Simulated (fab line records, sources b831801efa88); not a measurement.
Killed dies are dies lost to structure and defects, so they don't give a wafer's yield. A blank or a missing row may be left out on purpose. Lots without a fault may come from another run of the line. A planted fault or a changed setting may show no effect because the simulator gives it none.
One fault seen from 2 desks | flow sky130 | each desk has only its own numbers; what lay behind them comes last

THE METROLOGY DESK
What the gauges read, lot by lot, whatever tool the lot ran on: means of the sampled wafers that have a number. A lot is out of limits, marked OUT, if its mean lies more than 4 standard deviations from the usual mean; the brackets give that distance.
Columns: A = cd_nm at SKY_LI_CONTACT_CD_MEAS_12, usual 170.5 nm; B = LI_CONTACT_OVL at SKY_LI_CONTACT_OVL_MEAS_13, usual -6 nm
lot  | first seen here | A     | B
L551 | day 29 21:44    | 169.9 | -11
L557 | day 32 03:46    | 169.9 | -6
L565 | day 33 23:57    | 169.3 | -4
L564 | day 34 03:31    | 172.3 | -5
L566 | day 34 15:21    | 169.3 | -4
L567 | day 34 20:32    | 171.8 | -6
L572 | day 36 01:38    | 170.2 | -8
This desk's finding: nothing out of limits on any of the 7 lots.

THE TOOL OWNER'S DESK: pvd_sputter-01
The tool's own readings at SKY_LI_CONTACT_SPUTTER_20 (material TiN, target thk 20 nm, time 80 s): means of the sampled wafers that have a number, for each lot that ran on this tool. A lot is out of limits, marked OUT, if its mean lies more than 4 standard deviations from the usual mean; the brackets give that distance.
Columns: A = throttle_valve_pct at SKY_LI_CONTACT_SPUTTER_20, usual 29.9 %
lot  | first seen here | A
L557 | day 32 04:25    | 29.7
L565 | day 34 00:35    | 29.9
L564 | day 34 04:08    | 30.5
L566 | day 34 15:56    | 29.8
This desk's finding: nothing out of limits on any of the 4 lots.

PUT TOGETHER
The metrology desk saw nothing out of limits.
The tool owner's desk saw nothing out of limits.

WHAT THE SIMULATOR HAD PUT IN
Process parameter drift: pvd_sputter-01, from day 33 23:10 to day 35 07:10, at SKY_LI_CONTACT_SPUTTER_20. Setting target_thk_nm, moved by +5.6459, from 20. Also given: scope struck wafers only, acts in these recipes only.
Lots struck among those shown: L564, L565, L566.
